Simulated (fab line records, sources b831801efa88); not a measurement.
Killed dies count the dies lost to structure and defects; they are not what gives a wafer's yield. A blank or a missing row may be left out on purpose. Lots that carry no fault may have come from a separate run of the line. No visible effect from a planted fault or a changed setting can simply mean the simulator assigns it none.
fab line records	flow gf180mcu
record: lots: 6	wafers: 18	lastDay: 34
route steps=602 shown TOP_METAL@571 PASSIVATION@602
lots that met no fault: from a run of the same line without faults
startH: hours from the record's first day to the start of the lot's first wafer shown	waitH: time in hours since the lot's previous step	" the same as in the row above	L1.1+2: a row that stands for several wafers	- no value, or no start given	* or withheld: withheld	< > ~ a bound
route shown NAME@n: NAME is a module with steps in the file, n the number in the route of the first one	usual: mean/standard deviation of fault-free wafers	same: alike in all rows	chamber/n: place in a boat	sites: readings site by site	_std_site: their standard deviation	_edge_site: inner sites' mean taken away from outer sites' mean	radiusMm: for every site, how far away it sits from the centre of the wafer	mask NAME#n: copy n	behind: the tool/chamber that last shaped the wafer	hold: what put the lot on hold/how long, in hours/how the hold closed	device: the transistor (n, p or np) that didn't switch	end of line: the same wafers' tests at the end of the route	a step without rows: its recipe alone	killed: dies lost to structure and defects at the first sort, not the wafer's yield	map: dies across one wafer; x = killed, . = not, _ = none there
set.NAME: the setting as run; set.NAME@STEP: as run at that earlier step	model.NAME: the simulator's own value behind a step, which no gauge read
lots seen at some steps along the route; tables by step, rows by wafer
services: the hour from which a tool's chamber was out of use, counted from the record's first day as startH (under 0 if before that day), plus the number of hours and why
== steps ==
step: GF_TOP_METAL_SPUTTER_04
recipe: material: TiN	targetThkNm: 25	powerW: 6500	timeS: 20.8	chamberPressurePa: 0.4
usual: throttleValvePct: 30.3/1
same: timeS: 20.8
lot.wafer	tool	chamber	startH	waitH	throttleValvePct
L218.1	pvdSputter-02	-	633.11	0.0	30.9
L218.2	"	-	"	"	31.1
L218.6	"	-	"	"	27.7
L222.1	pvdSputter-03	-	663.70	0.0	30.3
L222.3	"	-	"	"	31.9
L222.6	"	-	"	"	31.8
L229.1	pvdSputter-02	-	716.51	0.0	30.8
L229.4	"	-	"	"	30.9
L229.6	"	-	"	"	27.7
L232.1	pvdSputter-03	-	738.61	0.0	31.3
L232.2	"	-	"	"	30.3
L232.3	"	-	"	"	31.6
L238.1	pvdSputter-01	-	765.28	0.0	29.6
L238.5	"	-	"	"	30.6
L238.6	"	-	"	"	30.5
L240.3	pvdSputter-01	-	787.04	0.0	29.5
L240.5	"	-	"	"	30.5
L240.6	"	-	"	"	30.5
step: GF_TOP_METAL_RS_MEAS_05
recipe: thkMeasGauge: four-point-probe	reads: TiN_of_TOP_METAL_SPUTTER_04+Ti_of_TOP_METAL_SPUTTER_03+AlCu_of_TOP_METAL_SPUTTER_02+TiN_of_TOP_METAL_SPUTTER_01+Ti_of_TOP_METAL_SPUTTER_00
usual: TOP_METAL_ALCU_RS: 0.0327/0.00046
lot.wafer	tool	chamber	startH	waitH	TOP_METAL_ALCU_RS[ohm/sq]
L218.1	filmMetro-01	-	633.14	0.0	0.0321
L218.2	"	-	"	"	0.0320
L218.6	"	-	"	"	0.0323
L222.1	filmMetro-01	-	663.73	0.0	0.0330
L222.3	"	-	"	"	0.0321
L222.6	"	-	"	"	0.0320
L229.1	filmMetro-01	-	716.54	0.0	0.0327
L229.4	"	-	"	"	0.0322
L229.6	"	-	"	"	0.0326
L232.1	filmMetro-04	-	738.71	0.1	0.0328
L232.2	"	-	"	"	0.0330
L232.3	"	-	"	"	0.0322
L238.1	filmMetro-03	-	765.31	0.0	0.0325
L238.5	"	-	"	"	0.0330
L238.6	"	-	"	"	0.0329
L240.3	filmMetro-01	-	787.11	0.1	0.0330
L240.5	"	-	"	"	0.0332
L240.6	"	-	"	"	0.0335
step: GF_TOP_METAL_THK_MEAS_06
recipe: thkMeasGauge: xrf	reads: AlCu_of_TOP_METAL_SPUTTER_02
usual: TOP_METAL_ALCU_THK: 896/14
lot.wafer	tool	chamber	startH	waitH	TOP_METAL_ALCU_THK[nm]
L218.1	filmMetro-01	-	633.26	0.1	919
L218.2	"	-	"	"	917
L218.6	"	-	"	"	907
L222.1	filmMetro-01	-	663.85	0.1	885
L222.3	"	-	"	"	911
L222.6	"	-	"	"	920
L229.1	filmMetro-01	-	716.66	0.1	902
L229.4	"	-	"	"	911
L229.6	"	-	"	"	903
L232.1	filmMetro-04	-	738.83	0.1	885
L232.2	"	-	"	"	883
L232.3	"	-	"	"	900
L238.1	filmMetro-03	-	765.43	0.1	906
L238.5	"	-	"	"	891
L238.6	"	-	"	"	896
L240.3	filmMetro-01	-	787.21	0.1	890
L240.5	"	-	"	"	884
L240.6	"	-	"	"	882
step: GF_TOP_METAL_DEHYDRATE_07
recipe: tempC: 200	timeS: 60
step: GF_TOP_METAL_HMDS_08
recipe: primeTimeS: 60	primeTempC: 120
step: GF_TOP_METAL_COAT_09
recipe: resist: NOVOLAK	spinRpm: 3000	resistThkNm: 1500
step: GF_TOP_METAL_SOFTBAKE_10
recipe: tempC: 90	timeS: 60	resist: NOVOLAK
step: GF_TOP_METAL_EXPOSE_11
recipe: maskId: MetalTop	targetCdNm: 440	na: 0.6	sourceShape: conventional	sigmaOuter: 0.6	doseMj: 170
step: GF_TOP_METAL_PEB_12
recipe: tempC: withheld	timeS: *	resist: NOVOLAK
step: GF_TOP_METAL_DEVELOP_13
recipe: developTimeS: 60	devTempC: 23
step: GF_TOP_METAL_CD_MEAS_14
recipe: targetCdNm: 440
usual: cdNm: 440.4/2
lot.wafer	tool	chamber	startH	waitH	cdNm
L218.1	cdSem-01	-	653.55	0.1	439.5
L218.2	"	-	"	"	439.3
L218.6	"	-	"	"	439.3
L222.1	cdSem-02	-	683.55	0.1	440.5
L222.3	"	-	"	"	438.0
L222.6	"	-	"	"	439.8
L229.1	cdSem-02	-	734.16	0.1	444.3
L229.4	"	-	"	"	444.6
L229.6	"	-	"	"	442.8
L232.1	cdSem-01	-	755.80	0.1	443.2
L232.2	"	-	"	"	442.6
L232.3	"	-	"	"	443.6
L238.1	cdSem-02	-	781.40	0.1	439.3
L238.5	"	-	"	"	439.9
L238.6	"	-	"	"	439.2
L240.3	cdSem-01	-	802.09	0.1	437.7
L240.5	"	-	"	"	435.7
L240.6	"	-	"	"	438.3
step: GF_TOP_METAL_OVL_MEAS_15
usual: TOP_METAL_OVL: 0.4/1.2
lot.wafer	tool	chamber	startH	waitH	TOP_METAL_OVL[nm]
L218.1	overlay-02	-	653.67	0.1	1.2
L218.2	"	-	"	"	0.9
L218.6	"	-	"	"	1.5
L222.1	overlay-01	-	683.67	0.1	1.4
L222.3	"	-	"	"	1.4
L222.6	"	-	"	"	0.6
L229.1	overlay-02	-	734.28	0.1	2.0
L229.4	"	-	"	"	2.0
L229.6	"	-	"	"	2.1
L232.1	overlay-01	-	755.92	0.1	-0.6
L232.2	"	-	"	"	-0.4
L232.3	"	-	"	"	-1.8
L238.1	overlay-01	-	781.52	0.1	-0.5
L238.5	"	-	"	"	-0.6
L238.6	"	-	"	"	0.3
L240.3	overlay-02	-	802.18	0.1	-1.5
L240.5	"	-	"	"	-0.7
L240.6	"	-	"	"	-1.4
step: GF_TOP_METAL_METAL_ETCH_16
recipe: chemistry: Cl2/BCl3	maskMaterial: NOVOLAK	targetDepthNm: 1077.5	stopOn: SiO2	pressureMtorr: 8	icpW: 800	biasW: 140	Cl2_flow_sccm: 80	bcl3FlowSccm: 40	timeS: 179.6
usual: drypumpMotorCurrentA: 6.0/0.43	oesProductAu: 0.967/0.0076	runLengthS: 208.0/0.4	throttleValvePct: 28.256/0.011
lot.wafer	tool	chamber	startH	waitH	drypumpMotorCurrentA	oesProductAu	rfHoursCounterH	runLengthS	throttleValvePct	model.etch.depthNm	model.TOP_METAL.featureDepthNm	model.NOVOLAK_of_TOP_METAL_COAT_09.thkNm
L218.1	rieMetal-04	0	653.71	0.0	5.7	0.968	9	207.4	28.247	1039	1039	1063
L218.2	"	1	"	"	5.6	0.978	2	207.4	28.252	1044	1044	1065
L218.6	"	0	"	"	5.7	0.976	-	207.4	28.253	1037	1037	1059
L222.1	rieMetal-02	1	683.70	0.0	6.8	0.957	2	208.1	28.259	1014	1014	1061
L222.3	"	0	"	"	6.0	0.973	-	208.1	28.262	1037	1037	1050
L222.6	"	0	"	"	5.9	0.977	-	208.0	28.237	1045	1045	1052
L229.1	rieMetal-02	1	734.32	0.0	6.7	1.001	5	177.6	28.210	890.8	890.8	1139
L229.4	"	1	"	"	6.8	0.985	-	177.3	28.238	885.7	885.7	1146
L229.6	"	1	"	"	6.7	1.011	-	177.1	28.211	901.8	901.8	1137
L232.1	rieMetal-02	0	755.96	0.0	6.0	0.969	1	208.0	28.271	1023	1023	1062
L232.2	"	1	"	"	6.7	1.000	6	177.3	28.222	888.3	888.3	1149
L232.3	"	1	"	"	6.7	0.991	-	177.6	28.213	894.1	894.1	1146
L238.1	rieMetal-04	0	781.56	0.0	5.7	0.974	15	207.4	28.239	1029	1029	1061
L238.5	"	1	"	"	5.6	0.964	-	207.7	28.264	1016	1016	1076
L238.6	"	0	"	"	5.7	0.964	-	207.6	28.263	1021	1021	1070
L240.3	rieMetal-01	0	802.26	0.1	5.9	0.956	-	209.0	28.266	1015	1015	1065
L240.5	"	0	"	"	5.9	0.960	-	208.4	28.274	1010	1010	1073
L240.6	"	1	"	"	5.7	0.957	-	208.5	28.277	1004	1004	1054
step: GF_TOP_METAL_STRIP_17
recipe: chemistry: O2/N2	powerW: 1400	pressureMtorr: 1500	platenTempC: 250	o2FlowSccm: 3000	n2FlowSccm: 300	overashFraction: 0.5
usual: drypumpMotorCurrentA: 6.0/0.43	heaterPowerW: 321/26	oesProductAu: 0.710/0.0044	platenTempC: 250.02/0.19	stripTimeToEndpointS: 13.42/0.1
same: overashFraction: 0.5
lot.wafer	tool	chamber	startH	waitH	drypumpMotorCurrentA	heaterPowerW	oesProductAu	platenTempC	rfHoursCounterH	stripTimeToEndpointS
L218.1	plasmaAsher-03	0	653.88	0.1	6.3	326	0.707	250.27	100	13.35
L218.2	"	1	"	"	6.2	375	0.715	249.86	100	13.40
L218.6	"	0	"	"	6.3	336	0.714	250.35	-	13.33
L222.1	plasmaAsher-04	0	683.88	0.1	6.4	309	0.707	250.36	93	13.35
L222.3	"	0	"	"	6.4	315	0.704	250.04	-	13.25
L222.6	"	0	"	"	6.5	310	0.712	250.10	-	13.25
L229.1	plasmaAsher-04	1	734.67	0.3	5.3	281	0.720	249.84	98	14.28
L229.4	"	1	"	"	5.3	287	0.710	250.03	-	14.37
L229.6	"	0	"	"	6.5	314	0.712	250.30	-	14.25
L232.1	plasmaAsher-02	1	756.13	0.1	5.8	320	0.706	249.90	70	13.36
L232.2	"	0	"	"	6.1	343	0.713	249.81	70	14.37
L232.3	"	0	"	"	6.1	341	0.720	249.73	-	14.36
L238.1	plasmaAsher-04	0	781.73	0.1	6.4	305	0.710	249.67	104	13.36
L238.5	"	0	"	"	6.4	307	0.712	250.13	-	13.55
L238.6	"	1	"	"	5.2	293	0.710	249.90	-	13.46
L240.3	plasmaAsher-02	1	802.41	0.1	5.8	322	0.710	250.07	-	13.40
L240.5	"	0	"	"	6.1	342	0.716	250.04	-	13.49
L240.6	"	1	"	"	5.8	323	0.712	250.08	-	13.26
step: GF_TOP_METAL_STRIP_18
recipe: chemistry: postEtchResidueRemover	timeS: 1200	tempC: 72.5
step: GF_PASSIVATION_PROBE_99
lot.wafer	tool	chamber	startH	waitH	model.etest.pmos_6p0.short	model.etest.npolyU.short	model.etest.ldpmos_10p0.short	model.etest.nmos_6p0_nat.short	model.etest.met3.short	model.etest.pmos_6p0.overLimit	model.etest.nmos_6p0_nat.overLimit	model.etest.met1.short
L218.1+2+6	prober-01	-	677.20	0.1	0	0	0	0	0	0	0	0
L222.1+3+6	prober-02	-	705.48	0.1	0	0	0	0	0	0	0	0
L229.1+4+6	prober-01	-	754.28	0.1	1	1	1	1	1	1	1	1
L232.1	prober-02	-	774.81	0.1	0	0	0	0	0	0	0	0
L232.2+3	prober-02	-	774.86	0.1	1	1	1	1	1	1	1	1
L238.1+5+6	prober-02	-	799.58	0.1	0	0	0	0	0	0	0	0
L240.3+5+6	prober-02	-	819.78	0.2	0	0	0	0	0	0	0	0
killed by level:class
L218.1 V4:geometricParticle:open=7 V3:geometricParticle:open=6 V1:geometricParticle:open=5 V4:geometricParticle:short=5 V5:geometricParticle:open=4 CONTACT:geometricParticle:short=3 STI:geometricParticle:short=2 SAB:geometricParticle:open=2
L218.2 V2:geometricParticle:open=7 STI:geometricParticle:open=6 M1:geometricParticle:short=5 V1:geometricParticle:open=5 V3:geometricParticle:open=5 V4:geometricParticle:open=5 V5:geometricParticle:open=4 CONTACT:geometricParticle:short=3
L218.6 V4:geometricParticle:open=5 V3:geometricParticle:open=5 STI:geometricParticle:open=4 V2:geometricParticle:open=4 V4:geometricParticle:short=4 STI:geometricParticle:short=3 CONTACT:geometricParticle:open=3 V1:geometricParticle:short=3
L222.1 V4:geometricParticle:open=11 V2:geometricParticle:open=6 V5:geometricParticle:open=4 CONTACT:geometricParticle:open=3 M1:geometricParticle:short=3 V3:geometricParticle:open=3 M2:geometricParticle:short=2 CONTACT:geometricParticle:short=2
L222.3 V2:geometricParticle:open=10 STI:geometricParticle:short=5 CONTACT:geometricParticle:open=5 V4:geometricParticle:short=5 V1:geometricParticle:open=4 V2:geometricParticle:short=4 V3:geometricParticle:short=4 V4:geometricParticle:open=4
L222.6 V3:geometricParticle:open=8 V4:geometricParticle:open=7 V1:geometricParticle:open=4 V5:geometricParticle:open=4 STI:geometricParticle:open=3 M2:geometricParticle:short=3 V5:geometricParticle:short=3 CONTACT:geometricParticle:short=2
L238.1 V3:geometricParticle:open=9 M1:geometricParticle:short=6 V2:geometricParticle:open=6 CONTACT:geometricParticle:open=5 STI:geometricParticle:short=3 M4:geometricParticle:short=3 V4:geometricParticle:open=3 V1:geometricParticle:short=2
L238.5 CONTACT:geometricParticle:open=4 V1:geometricParticle:open=4 V4:geometricParticle:short=4 V5:geometricParticle:open=4 STI:geometricParticle:short=3 POLY_GATE:geometricParticle:open=3 V3:geometricParticle:open=3 SALICIDE:geometricParticle:open=2
L238.6 V4:geometricParticle:open=7 M4:geometricParticle:short=5 V2:geometricParticle:open=4 V4:geometricParticle:short=3 V3:geometricParticle:open=3 V5:geometricParticle:short=3 CONTACT:geometricParticle:short=2 CONTACT:geometricParticle:open=2
L240.3 V1:geometricParticle:open=6 CONTACT:geometricParticle:short=5 V5:geometricParticle:open=5 CONTACT:geometricParticle:open=4 M1:geometricParticle:short=4 V4:geometricParticle:open=4 V2:geometricParticle:open=3 V3:geometricParticle:open=3
L240.5 V4:geometricParticle:open=5 V3:geometricParticle:short=5 POLY_GATE:geometricParticle:open=4 SALICIDE:geometricParticle:open=3 V4:geometricParticle:short=3 V5:geometricParticle:short=3 V5:geometricParticle:open=3 STI:geometricParticle:short=2
L240.6 CONTACT:geometricParticle:open=8 V1:geometricParticle:open=4 V1:geometricParticle:short=3 V3:geometricParticle:open=3 V4:geometricParticle:open=3 V5:geometricParticle:open=3 POLY_GATE:geometricParticle:open=2 POLY_GATE:geometricParticle:short=2
== services ==
tool	chamber	startH	hours	kind
plasmaAsher-02	-	615.97	6.1	repair
pvdSputter-01	3	630.43	-	consumableReplace:kit
pvdSputter-01	3	630.43	18.0	scheduledDown
pvdSputter-01	3	630.43	18.0	ventCycle
rieMetal-02	-	639.46	0.7	repair
pvdSputter-02	-	687.25	5.4	repair
rieMetal-04	1	693.76	24.8	repair
pvdSputter-02	1	695.61	-	consumableReplace:kit
pvdSputter-02	1	695.61	18.0	scheduledDown
pvdSputter-02	1	695.61	18.0	ventCycle
plasmaAsher-03	-	704.17	1.5	repair
rieMetal-02	0	707.81	-	clean
rieMetal-02	0	707.81	27.4	scheduledDown
rieMetal-02	0	707.81	27.4	ventCycle
rieMetal-04	1	727.35	9.2	repair
rieMetal-04	-	727.63	14.6	pm
plasmaAsher-03	-	733.75	9.0	pm
pvdSputter-01	-	737.19	4.5	repair
rieMetal-01	-	755.13	0.2	repair
plasmaAsher-03	-	772.06	14.6	pm
rieMetal-02	1	772.07	20.7	repair
plasmaAsher-02	-	781.68	7.8	repair
plasmaAsher-04	-	784.42	20.3	repair
rieMetal-01	-	792.81	0.1	repair
== key ==
firstSign: step: GF_TOP_METAL_METAL_ETCH_16	reading: runLengthS	direction: down	sigmas: 77	usual: *	struck: *
effect: step: GF_TOP_METAL_METAL_ETCH_16	reading: oesProductAu	direction: up	sigmas: 4	usual: 0.967	struck: 0.998
effect: step: GF_TOP_METAL_STRIP_17	reading: stripTimeToEndpointS	direction: up	sigmas: 9	usual: *	struck: *
modelEffect: step: GF_TOP_METAL_METAL_ETCH_16	value: etch.depthNm	without: 1030	struck: 892.1
modelEffect: step: GF_PASSIVATION_PROBE_99	value: etest.pmos_6p0.short	without: 0	struck: 1
metAt GF_TOP_METAL_METAL_ETCH_16
struckWafers L229.1,L229.4,L229.6,L232.2,L232.3
sortLeftOut L229.1,L229.4,L229.6,L232.2,L232.3
onsetBetween 683.70 734.32
fault: kind: processParameterDrift	tool: rieMetal-02	chamber: 1	onsetH: 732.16	steps: GF_TOP_METAL_METAL_ETCH_16	channel: timeS	offset: *	shape: step	endH: 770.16	actsIn: *	stated: *
sortLeftOut: the simulated sort isn't trusted on such a fault, so these wafers' sort isn't shown, and their yield isn't known
